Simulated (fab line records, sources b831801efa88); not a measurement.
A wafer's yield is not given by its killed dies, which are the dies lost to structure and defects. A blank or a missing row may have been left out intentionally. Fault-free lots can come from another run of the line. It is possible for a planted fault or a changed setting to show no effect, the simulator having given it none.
fab line records	flow gf180mcu
[record] lots = 24	wafers = 72	last_day = 34
route steps=602 shown V2@408 M3@410 V3@453 V4@478 MIM@509
lots that met no fault: taken from a fault-free run of the same line
start_h: start of the lot's first displayed wafer, in hours after the record's first day	wait_h: hours from the lot's prior step to this one	" repeats the value in the row above	L1.1+2: a row that stands for several wafers	- no value, or no start given	* or withheld: withheld	< > ~ a bound
route shown NAME@n: NAME is a module with steps in the file, n the number in the route of the first one	usual: mean and standard deviation over wafers with no fault	same: alike in all rows	chamber/n: place in a boat	sites: the reading at each site	_std_site: how widely they spread, as a standard deviation	_edge_site: the outer-site mean with the inner-site mean subtracted	radius_mm: how far each site lies from the wafer's centre	mask NAME#n: copy n	behind: tool/chamber where the wafer was last shaped	hold: reason for holding the lot/hours on hold/outcome of the hold	device: names the non-switching transistor (n, p or np)	end of line: the tests these same wafers got at the end of their route	for a step that has no rows: nothing shown but its recipe	killed: dies that structure and defects cost at the first sort, which is not the same as the wafer's yield	map: a wafer's dies, marking killed ones x, the rest . and places with no die _
set.NAME: the run value of the setting; set.NAME@STEP: its run value at that earlier step	model.NAME: the simulator's own value behind a step, which no gauge read
the route's steps for a sample of lots (tables are steps, rows are wafers)
services: when a tool's chamber went out of use (start_h, in hours from the record's first day, below 0 if earlier), for how many hours, and the reason
[[steps]]
[step GF_V2_CMP_26]
[recipe] stop_on = SiO2	down_force_psi = 3.5	platen_rpm = 60	t_overpolish_s = 15	target_thk_nm = 0	pad_velocity_m_s = 0.94248
[usual] motor_current_A = 11.3/1.3	overpolish_run_s = 14.999/0.0092	time_to_endpoint_s = 85/4.7
lot.wafer	tool	chamber	start_h	wait_h	motor_current_A	overpolish_run_s	time_to_endpoint_s
L074.3	cmp-02	0	466.67	0.0	11.4	14.987	85
L074.1	"	3	"	"	11.6	14.995	87
L074.6	"	0	"	"	11.9	14.989	83
L075.1	cmp-01	3	470.22	0.1	10.8	14.994	85
L075.4	"	0	"	"	11.5	14.992	85
L075.6	"	2	"	"	10.2	15.002	86
L076.1	cmp-02	3	479.17	0.1	11.0	15.015	82
L076.3	"	0	"	"	12.5	14.999	84
L076.6	"	1	"	"	9.4	15.005	83
L077.4	cmp-02	3	487.73	0.0	10.8	15.002	82
L077.3	"	1	"	"	10.2	14.990	83
L077.5	"	0	"	"	12.1	14.993	80
L078.1	cmp-01	2	496.48	0.1	10.2	15.018	80
L078.6	"	1	"	"	13.3	15.023	84
L078.5	"	2	"	"	10.1	15.010	81
L079.4	cmp-01	0	506.01	0.0	10.9	14.989	88
L079.6	"	0	"	"	11.2	14.996	84
L079.5	"	1	"	"	13.8	14.993	87
L080.1	cmp-01	3	519.18	0.1	10.5	15.001	84
L080.5	"	3	"	"	10.3	14.989	85
L080.6	"	0	"	"	11.3	15.013	85
L081.3	cmp-02	3	528.28	0.0	10.8	14.999	84
L081.4	"	1	"	"	9.8	15.003	86
L081.5	"	0	"	"	12.4	15.003	86
L082.3	cmp-01	2	535.65	0.0	10.0	15.015	88
L082.4	"	3	"	"	10.3	14.972	86
L082.2	"	1	"	"	13.2	14.999	96
L083.3	cmp-01	1	556.17	0.1	12.9	15.012	94
L083.1	"	2	"	"	10.3	14.993	88
L083.4	"	3	"	"	10.6	15.011	94
L084.4	cmp-01	3	562.99	0.0	10.4	15.004	87
L084.2	"	1	"	"	12.5	14.993	87
L084.5	"	0	"	"	11.0	14.990	88
L085.3	cmp-01	3	567.70	0.0	10.6	14.994	87
L085.1	"	0	"	"	10.9	14.990	88
L085.4	"	2	"	"	10.4	14.981	85
L086.4	cmp-01	2	576.51	0.0	10.3	14.991	91
L086.1	"	3	"	"	10.2	14.999	86
L086.6	"	3	"	"	10.3	15.015	89
L087.1	cmp-02	2	583.61	0.1	12.7	14.998	84
L087.3	"	1	"	"	9.8	14.990	83
L087.6	"	3	"	"	11.3	15.012	85
L088.4	cmp-01	2	583.71	0.0	10.2	14.988	81
L088.2	"	0	"	"	10.8	14.995	85
L088.1	"	1	"	"	13.5	14.999	85
L089.4	cmp-02	1	596.63	0.2	9.6	14.993	83
L089.6	"	2	"	"	13.4	15.002	80
L089.5	"	3	"	"	11.1	14.988	85
L090.3	cmp-01	0	607.77	0.0	11.8	14.983	87
L090.2	"	3	"	"	10.5	15.000	83
L090.5	"	1	"	"	13.6	14.987	87
L091.4	cmp-01	1	608.79	0.1	13.0	15.010	93
L091.5	"	3	"	"	10.7	15.021	89
L091.6	"	0	"	"	11.0	14.995	92
L092.3	cmp-01	3	614.44	0.0	11.2	14.996	98
L092.4	"	0	"	"	11.4	15.009	92
L092.1	"	1	"	"	13.2	14.992	89
L093.1	cmp-01	0	620.52	0.1	10.9	14.994	85
L093.4	"	1	"	"	13.1	15.006	86
L093.2	"	2	"	"	10.2	14.994	90
L094.1	cmp-02	2	626.13	0.1	13.8	14.994	76
L094.2	"	0	"	"	11.9	14.995	79
L094.4	"	1	"	"	9.8	14.996	78
L095.2	cmp-02	0	634.52	0.0	12.0	15.011	81
L095.3	"	2	"	"	13.8	15.003	75
L095.1	"	3	"	"	11.1	15.007	77
L096.4	cmp-02	2	639.12	0.1	13.3	14.990	78
L096.2	"	3	"	"	10.6	14.991	78
L096.6	"	2	"	"	13.7	15.000	77
L097.2	cmp-01	0	650.38	0.0	10.9	15.000	85
L097.4	"	3	"	"	10.3	15.002	84
L097.5	"	0	"	"	11.3	15.007	83
[step GF_M3_SPUTTER_01]
[recipe] material = TiN	target_thk_nm = 30	power_w = 6500	time_s = 25	chamber_pressure_pa = 0.4
[usual] throttle_valve_pct = 30.3/1.2
lot.wafer	tool	chamber	start_h	wait_h	throttle_valve_pct
L074.1	pvd_sputter-02	-	467.07	0.1	29.7
L074.3	"	-	"	"	30.4
L074.6	"	-	"	"	30.5
L075.1	pvd_sputter-04	-	470.57	0.1	30.6
L075.4	"	-	"	"	29.8
L075.6	"	-	"	"	29.8
L076.1	pvd_sputter-02	-	479.47	0.1	30.4
L076.3	"	-	"	"	29.5
L076.6	"	-	"	"	32.4
L077.3	pvd_sputter-03	-	488.13	0.1	29.0
L077.4	"	-	"	"	28.1
L077.5	"	-	"	"	27.6
L078.1	pvd_sputter-02	-	499.32	2.5	30.5
L078.5	"	-	"	"	31.9
L078.6	"	-	"	"	30.8
L079.4	pvd_sputter-04	-	506.41	0.1	29.3
L079.5	"	-	"	"	30.7
L079.6	"	-	"	"	29.4
L080.1	pvd_sputter-02	-	519.58	0.1	32.1
L080.5	"	-	"	"	30.7
L080.6	"	-	"	"	29.8
L081.3	pvd_sputter-03	-	528.68	0.1	27.8
L081.4	"	-	"	"	31.7
L081.5	"	-	"	"	31.9
L082.2	pvd_sputter-02	-	536.05	0.1	30.5
L082.3	"	-	"	"	30.0
L082.4	"	-	"	"	30.3
L083.1	pvd_sputter-04	-	556.52	0.1	30.6
L083.3	"	-	"	"	30.4
L083.4	"	-	"	"	30.6
L084.2	pvd_sputter-03	-	563.39	0.1	27.6
L084.4	"	-	"	"	29.1
L084.5	"	-	"	"	32.0
L085.1	pvd_sputter-04	-	568.10	0.1	30.6
L085.3	"	-	"	"	30.7
L085.4	"	-	"	"	29.6
L086.1	pvd_sputter-04	-	576.91	0.1	29.8
L086.4	"	-	"	"	30.6
L086.6	"	-	"	"	30.4
L087.1	pvd_sputter-03	-	584.01	0.1	31.9
L087.3	"	-	"	"	27.8
L087.6	"	-	"	"	27.7
L088.1	pvd_sputter-02	-	584.11	0.1	29.7
L088.2	"	-	"	"	32.3
L088.4	"	-	"	"	30.4
L089.4	pvd_sputter-02	-	596.88	0.1	30.9
L089.5	"	-	"	"	30.8
L089.6	"	-	"	"	29.9
L090.2	pvd_sputter-03	-	608.17	0.1	28.0
L090.3	"	-	"	"	29.1
L090.5	"	-	"	"	31.8
L091.4	pvd_sputter-02	-	609.09	0.1	30.6
L091.5	"	-	"	"	30.6
L091.6	"	-	"	"	29.8
L092.1	pvd_sputter-02	-	614.84	0.1	32.1
L092.3	"	-	"	"	29.5
L092.4	"	-	"	"	30.5
L093.1	pvd_sputter-04	-	620.87	0.1	30.5
L093.2	"	-	"	"	29.6
L093.4	"	-	"	"	29.8
L094.1	pvd_sputter-03	-	626.53	0.1	29.2
L094.2	"	-	"	"	31.4
L094.4	"	-	"	"	27.9
L095.1	pvd_sputter-04	-	634.92	0.1	30.4
L095.2	"	-	"	"	30.3
L095.3	"	-	"	"	30.8
L096.2	pvd_sputter-04	-	639.47	0.1	30.1
L096.4	"	-	"	"	30.2
L096.6	"	-	"	"	30.1
L097.2	pvd_sputter-03	-	650.78	0.1	31.3
L097.4	"	-	"	"	28.0
L097.5	"	-	"	"	28.2
[step GF_V3_RS_MEAS_24]
[recipe] thk_meas_gauge = four-point-probe	reads = W_of_V3_CVD_23+TiN_of_V3_SPUTTER_22+Ti_of_V3_SPUTTER_21
[usual] V3_W_RS = 0.326/0.0058
lot.wafer	tool	chamber	start_h	wait_h	V3_W_RS[ohm/sq]
L074.1	film_metro-04	-	517.69	0.1	0.330
L074.3	"	-	"	"	0.327
L074.6	"	-	"	"	0.325
L075.1	film_metro-04	-	520.67	0.1	0.327
L075.4	"	-	"	"	0.326
L075.6	"	-	"	"	0.328
L076.1	film_metro-04	-	529.59	0.1	0.329
L076.3	"	-	"	"	0.329
L076.6	"	-	"	"	0.329
L077.3	film_metro-01	-	537.38	0.1	0.319
L077.4	"	-	"	"	0.331
L077.5	"	-	"	"	0.318
L078.1	film_metro-01	-	547.58	0.1	0.319
L078.5	"	-	"	"	0.327
L078.6	"	-	"	"	0.318
L079.4	film_metro-02	-	553.51	0.1	0.330
L079.5	"	-	"	"	0.330
L079.6	"	-	"	"	0.326
L080.1	film_metro-04	-	567.75	0.1	0.317
L080.5	"	-	"	"	0.328
L080.6	"	-	"	"	0.316
L081.3	film_metro-02	-	575.24	0.1	0.324
L081.4	"	-	"	"	0.332
L081.5	"	-	"	"	0.328
L082.2	film_metro-02	-	581.86	0.1	0.336
L082.3	"	-	"	"	0.328
L082.4	"	-	"	"	0.333
L083.1	film_metro-01	-	601.54	0.1	0.331
L083.3	"	-	"	"	0.332
L083.4	"	-	"	"	0.328
L084.2	film_metro-01	-	608.07	0.1	0.327
L084.4	"	-	"	"	0.325
L084.5	"	-	"	"	0.331
L085.1	film_metro-02	-	613.73	0.1	0.328
L085.3	"	-	"	"	0.328
L085.4	"	-	"	"	0.326
L086.1	film_metro-04	-	621.84	0.1	0.329
L086.4	"	-	"	"	0.330
L086.6	"	-	"	"	0.333
L087.1	film_metro-04	-	627.74	0.1	0.319
L087.3	"	-	"	"	0.329
L087.6	"	-	"	"	0.327
L088.1	film_metro-04	-	628.09	0.1	0.311
L088.2	"	-	"	"	0.329
L088.4	"	-	"	"	0.334
L089.4	film_metro-04	-	640.20	0.1	0.326
L089.5	"	-	"	"	0.332
L089.6	"	-	"	"	0.326
L090.2	film_metro-02	-	651.13	0.1	0.330
L090.3	"	-	"	"	0.331
L090.5	"	-	"	"	0.331
L091.4	film_metro-02	-	652.45	0.1	0.329
L091.5	"	-	"	"	0.326
L091.6	"	-	"	"	0.322
L092.1	film_metro-04	-	656.98	0.1	0.313
L092.3	"	-	"	"	0.329
L092.4	"	-	"	"	0.315
L093.1	film_metro-02	-	663.64	0.1	0.333
L093.2	"	-	"	"	0.322
L093.4	"	-	"	"	0.324
L094.1	film_metro-01	-	668.89	0.1	0.333
L094.2	"	-	"	"	0.317
L094.4	"	-	"	"	0.313
L095.1	film_metro-02	-	676.67	0.1	0.317
L095.2	"	-	"	"	0.332
L095.3	"	-	"	"	0.324
L096.2	film_metro-02	-	680.86	0.1	0.331
L096.4	"	-	"	"	0.320
L096.6	"	-	"	"	0.331
L097.2	film_metro-02	-	691.62	0.1	0.321
L097.4	"	-	"	"	0.337
L097.5	"	-	"	"	0.332
[step GF_V4_CVD_02]
[recipe] material = SiO2	target_thk_nm = 850	precursor = TEOS	temp_c = 400	time_s = 94.851	rf_w = 600
[usual] heater_power_w = 670/100
lot.wafer	tool	chamber	start_h	wait_h	heater_power_w
L074.1	pecvd-03	1	542.17	0.1	647
L074.3	"	0	"	"	690
L074.6	"	0	"	"	553
L075.1	pecvd-04	0	545.35	0.1	628
L075.4	"	2	"	"	480
L075.6	"	1	"	"	852
L076.1	pecvd-02	0	552.91	0.1	713
L076.3	"	2	"	"	578
L076.6	"	2	"	"	461
L077.3	pecvd-03	0	561.62	0.0	627
L077.4	"	0	"	"	678
L077.5	"	2	"	"	784
L078.1	pecvd-04	2	571.08	0.1	596
L078.5	"	2	"	"	539
L078.6	"	0	"	"	675
L079.4	pecvd-04	2	577.02	0.1	625
L079.5	"	0	"	"	685
L079.6	"	1	"	"	655
L080.1	pecvd-03	2	590.80	0.1	833
L080.5	"	0	"	"	622
L080.6	"	2	"	"	710
L081.3	pecvd-02	0	597.85	0.0	713
L081.4	"	0	"	"	755
L081.5	"	1	"	"	542
L082.2	pecvd-03	0	604.46	0.0	616
L082.3	"	0	"	"	650
L082.4	"	2	"	"	864
L083.1	pecvd-03	2	623.76	0.1	786
L083.3	"	1	"	"	618
L083.4	"	2	"	"	842
L084.2	pecvd-03	2	629.58	0.0	868
L084.4	"	2	"	"	699
L084.5	"	0	"	"	653
L085.1	pecvd-03	0	635.38	0.1	640
L085.3	"	1	"	"	585
L085.4	"	0	"	"	677
L086.1	pecvd-04	0	643.81	0.1	611
L086.4	"	0	"	"	684
L086.6	"	2	"	"	589
L087.1	pecvd-03	0	649.29	0.1	565
L087.3	"	1	"	"	686
L087.6	"	0	"	"	647
L088.1	pecvd-04	2	649.56	0.1	563
L088.2	"	0	"	"	582
L088.4	"	0	"	"	639
L089.4	pecvd-03	2	661.42	0.1	866
L089.5	"	1	"	"	548
L089.6	"	0	"	"	697
L090.2	pecvd-03	2	671.95	0.0	825
L090.3	"	1	"	"	666
L090.5	"	1	"	"	539
L091.4	pecvd-02	1	673.28	0.1	669
L091.5	"	2	"	"	572
L091.6	"	0	"	"	618
L092.1	pecvd-03	0	677.64	0.1	694
L092.3	"	1	"	"	651
L092.4	"	0	"	"	559
L093.1	pecvd-02	2	684.06	0.1	572
L093.2	"	1	"	"	593
L093.4	"	2	"	"	467
L094.1	pecvd-04	1	689.20	0.1	819
L094.2	"	0	"	"	693
L094.4	"	1	"	"	846
L095.1	pecvd-03	1	696.87	0.1	575
L095.2	"	0	"	"	667
L095.3	"	2	"	"	758
L096.2	pecvd-02	2	701.17	0.0	575
L096.4	"	1	"	"	699
L096.6	"	2	"	"	602
L097.2	pecvd-04	1	711.93	0.0	729
L097.4	"	2	"	"	480
L097.5	"	1	"	"	845
[step GF_V4_ETCH_16]
[recipe] chemistry = N2/H2	target_depth_a = withheld	overetch_a = withheld	time_s = withheld	target = BARC	ion_energy_ev = 200	source_w = 500	bias_w = 100	pressure_mtorr = 30	n2_flow_sccm = 100	h2_flow_sccm = 200
[usual] drypump_motor_current_A = 5.7/0.42	h2_flow_sccm = 200.0/0.54	oes_product_au = 0.854/0.0048	throttle_valve_pct = 13.225/0.0093
lot.wafer	tool	chamber	start_h	wait_h	drypump_motor_current_A	h2_flow_sccm	oes_product_au	throttle_valve_pct
L074.1	rie_diel-03	0	565.42	0.0	5.7	200.2	0.843	13.222
L074.3	"	3	"	"	6.1	199.3	0.850	13.230
L074.6	"	0	"	"	5.6	199.4	0.861	13.223
L075.1	rie_diel-04	1	567.91	0.0	4.8	199.7	0.860	13.230
L075.4	"	3	"	"	5.6	200.8	0.863	13.223
L075.6	"	2	"	"	5.9	199.3	0.844	13.238
L076.1	rie_diel-04	2	575.72	0.0	5.9	200.0	0.854	13.238
L076.3	"	3	"	"	5.6	199.9	0.860	13.240
L076.6	"	1	"	"	4.8	200.2	0.864	13.241
L077.3	rie_diel-02	0	584.32	0.0	5.7	200.6	0.848	13.229
L077.4	"	2	"	"	5.9	199.7	0.862	13.232
L077.5	"	3	"	"	5.6	199.6	0.856	13.223
L078.1	rie_diel-02	0	593.57	0.0	5.7	200.2	0.849	13.215
L078.5	"	1	"	"	6.1	198.9	0.853	13.210
L078.6	"	2	"	"	5.9	200.1	0.855	13.234
L079.4	rie_diel-03	2	599.28	0.0	6.2	199.8	0.859	13.237
L079.5	"	1	"	"	4.9	199.1	0.862	13.232
L079.6	"	2	"	"	6.2	200.0	0.862	13.228
L080.1	rie_diel-04	3	612.52	0.0	5.6	201.0	0.861	13.216
L080.5	"	0	"	"	6.0	200.7	0.846	13.223
L080.6	"	1	"	"	4.8	199.9	0.861	13.220
L081.3	rie_diel-04	1	619.72	0.0	4.8	200.1	0.851	13.247
L081.4	"	0	"	"	6.0	200.1	0.859	13.228
L081.5	"	3	"	"	5.6	200.9	0.846	13.240
L082.2	rie_diel-02	0	625.72	0.0	5.7	200.0	0.856	13.219
L082.3	"	1	"	"	6.1	199.6	0.858	13.219
L082.4	"	3	"	"	5.6	200.4	0.857	13.235
L083.1	rie_diel-04	2	644.22	0.0	5.9	200.1	0.850	13.220
L083.3	"	0	"	"	5.9	200.0	0.848	13.223
L083.4	"	1	"	"	4.8	200.4	0.850	13.213
L084.2	rie_diel-02	3	650.57	0.0	5.7	199.7	0.860	13.209
L084.4	"	0	"	"	5.7	199.9	0.848	13.235
L084.5	"	1	"	"	6.1	199.3	0.861	13.223
L085.1	rie_diel-03	2	655.24	0.0	6.2	199.5	0.855	13.227
L085.3	"	1	"	"	4.9	200.1	0.854	13.230
L085.4	"	0	"	"	5.6	200.3	0.853	13.216
L086.1	rie_diel-04	2	664.22	0.0	5.9	200.3	0.858	13.234
L086.4	"	1	"	"	4.8	199.6	0.858	13.219
L086.6	"	1	"	"	4.8	199.4	0.854	13.225
L087.1	rie_diel-02	1	668.67	0.0	6.1	199.2	0.860	13.225
L087.3	"	0	"	"	5.7	200.9	0.851	13.225
L087.6	"	3	"	"	5.6	199.0	0.849	13.196
L088.1	rie_diel-03	2	669.32	0.0	6.2	199.7	0.855	13.228
L088.2	"	1	"	"	4.9	200.5	0.857	13.230
L088.4	"	0	"	"	5.6	200.4	0.849	13.228
L089.4	rie_diel-04	3	681.80	0.0	5.6	200.4	0.855	13.230
L089.5	"	3	"	"	5.6	200.7	0.850	13.223
L089.6	"	1	"	"	4.8	199.7	0.853	13.231
L090.2	rie_diel-03	1	691.86	0.0	4.9	199.8	0.855	13.226
L090.3	"	2	"	"	6.2	200.6	0.855	13.221
L090.5	"	3	"	"	6.1	199.6	0.855	13.237
L091.4	rie_diel-04	1	692.21	0.0	4.8	200.6	0.860	13.225
L091.5	"	3	"	"	5.6	199.4	0.855	13.241
L091.6	"	0	"	"	6.0	200.6	0.860	13.240
L092.1	rie_diel-02	3	697.42	0.0	5.6	199.3	0.856	13.205
L092.3	"	2	"	"	5.9	200.5	0.859	13.236
L092.4	"	0	"	"	5.7	199.2	0.854	13.223
L093.1	rie_diel-02	3	703.12	0.0	5.6	199.7	0.850	13.220
L093.2	"	2	"	"	5.9	200.3	0.854	13.204
L093.4	"	0	"	"	5.7	200.6	0.850	13.228
L094.1	rie_diel-03	1	708.46	0.0	4.9	199.8	0.853	13.218
L094.2	"	3	"	"	6.1	200.2	0.860	13.215
L094.4	"	1	"	"	4.9	200.4	0.854	13.225
L095.1	rie_diel-02	3	715.22	0.0	5.6	199.8	0.854	13.222
L095.2	"	1	"	"	6.1	200.0	0.858	13.227
L095.3	"	0	"	"	5.7	199.4	0.850	13.221
L096.2	rie_diel-04	2	720.27	0.0	5.9	200.0	0.864	13.230
L096.4	"	2	"	"	5.9	200.2	0.850	13.233
L096.6	"	3	"	"	5.6	199.0	0.854	13.222
L097.2	rie_diel-02	3	730.12	0.0	5.6	199.8	0.855	13.227
L097.4	"	0	"	"	5.7	201.0	0.848	13.219
L097.5	"	2	"	"	5.9	201.0	0.855	13.213
[step GF_MIM_THK_MEAS_06]
[recipe] reads = Si3N4_of_MIM_CVD_05
[usual] MIM_CVD_05_THK = 42.0/0.56
lot.wafer	tool	chamber	start_h	wait_h	MIM_CVD_05_THK[nm]
L074.1	film_metro-04	-	567.04	0.0	41.8
L074.3	"	-	"	"	40.7
L074.6	"	-	"	"	42.3
L075.1	film_metro-01	-	569.52	0.0	41.8
L075.4	"	-	"	"	42.9
L075.6	"	-	"	"	42.7
L076.1	film_metro-04	-	577.91	0.0	41.9
L076.3	"	-	"	"	41.5
L076.6	"	-	"	"	42.3
L077.3	film_metro-04	-	585.95	0.0	41.4
L077.4	"	-	"	"	42.3
L077.5	"	-	"	"	42.2
L078.1	film_metro-01	-	595.18	0.0	41.4
L078.5	"	-	"	"	42.1
L078.6	"	-	"	"	42.6
L079.4	film_metro-04	-	600.93	0.0	42.7
L079.5	"	-	"	"	42.9
L079.6	"	-	"	"	42.4
L080.1	film_metro-01	-	614.13	0.0	42.0
L080.5	"	-	"	"	42.4
L080.6	"	-	"	"	42.5
L081.3	film_metro-01	-	621.35	0.0	41.9
L081.4	"	-	"	"	42.7
L081.5	"	-	"	"	42.6
L082.2	film_metro-04	-	627.37	0.0	42.3
L082.3	"	-	"	"	42.3
L082.4	"	-	"	"	43.0
L083.1	film_metro-04	-	645.83	0.0	42.4
L083.3	"	-	"	"	41.6
L083.4	"	-	"	"	42.8
L084.2	film_metro-03	-	652.20	0.0	41.9
L084.4	"	-	"	"	41.8
L084.5	"	-	"	"	42.0
L085.1	film_metro-03	-	657.00	0.0	41.7
L085.3	"	-	"	"	42.1
L085.4	"	-	"	"	42.4
L086.1	film_metro-04	-	665.84	0.0	41.7
L086.4	"	-	"	"	42.5
L086.6	"	-	"	"	42.0
L087.1	film_metro-04	-	670.31	0.0	42.2
L087.3	"	-	"	"	41.5
L087.6	"	-	"	"	42.1
L088.1	film_metro-04	-	670.95	0.0	41.6
L088.2	"	-	"	"	41.3
L088.4	"	-	"	"	41.6
L089.4	film_metro-04	-	683.51	0.0	42.4
L089.5	"	-	"	"	42.2
L089.6	"	-	"	"	41.9
L090.2	film_metro-04	-	693.55	0.0	41.4
L090.3	"	-	"	"	40.6
L090.5	"	-	"	"	41.5
L091.4	film_metro-03	-	693.86	0.0	42.3
L091.5	"	-	"	"	43.2
L091.6	"	-	"	"	42.8
L092.1	film_metro-04	-	699.11	0.0	41.5
L092.3	"	-	"	"	42.2
L092.4	"	-	"	"	42.4
L093.1	film_metro-01	-	704.76	0.0	41.2
L093.2	"	-	"	"	41.0
L093.4	"	-	"	"	42.3
L094.1	film_metro-03	-	710.07	0.0	41.5
L094.2	"	-	"	"	42.0
L094.4	"	-	"	"	42.4
L095.1	film_metro-03	-	716.83	0.0	41.5
L095.2	"	-	"	"	41.3
L095.3	"	-	"	"	41.4
L096.2	film_metro-03	-	721.91	0.0	41.2
L096.4	"	-	"	"	41.9
L096.6	"	-	"	"	42.0
L097.2	film_metro-04	-	732.68	0.0	41.4
L097.4	"	-	"	"	42.7
L097.5	"	-	"	"	43.1
[[services]]
tool	chamber	start_h	hours	kind
cmp-01	-	471.03	2.5	repair
cmp-01	-	473.19	0.7	repair
rie_diel-04	3	478.34	4.0	repair
rie_diel-04	2	483.18	6.6	repair
cmp-02	-	492.95	16.0	repair
cmp-02	-	508.92	4.4	pm
pecvd-03	2	515.20	5.0	repair
cmp-01	-	516.34	0.9	repair
pvd_sputter-02	-	520.04	7.6	repair
rie_diel-04	1	520.50	4.4	repair
rie_diel-04	3	529.99	3.2	repair
cmp-01	-	540.03	2.2	repair
rie_diel-04	1	543.50	3.7	repair
cmp-02	-	573.08	1.3	repair
cmp-01	-	578.01	4.0	pm
pecvd-03	1	586.45	20.0	repair
pvd_sputter-02	-	588.61	5.6	repair
pvd_sputter-02	-	592.64	1.5	repair
cmp-01	-	600.77	3.1	pm
pecvd-03	1	613.35	4.8	repair
pecvd-03	-	630.45	1.8	repair
pecvd-03	-	655.16	0.3	repair
cmp-01	-	658.37	8.9	pm
pecvd-03	1	721.02	4.4	repair
[[key]]
fault none
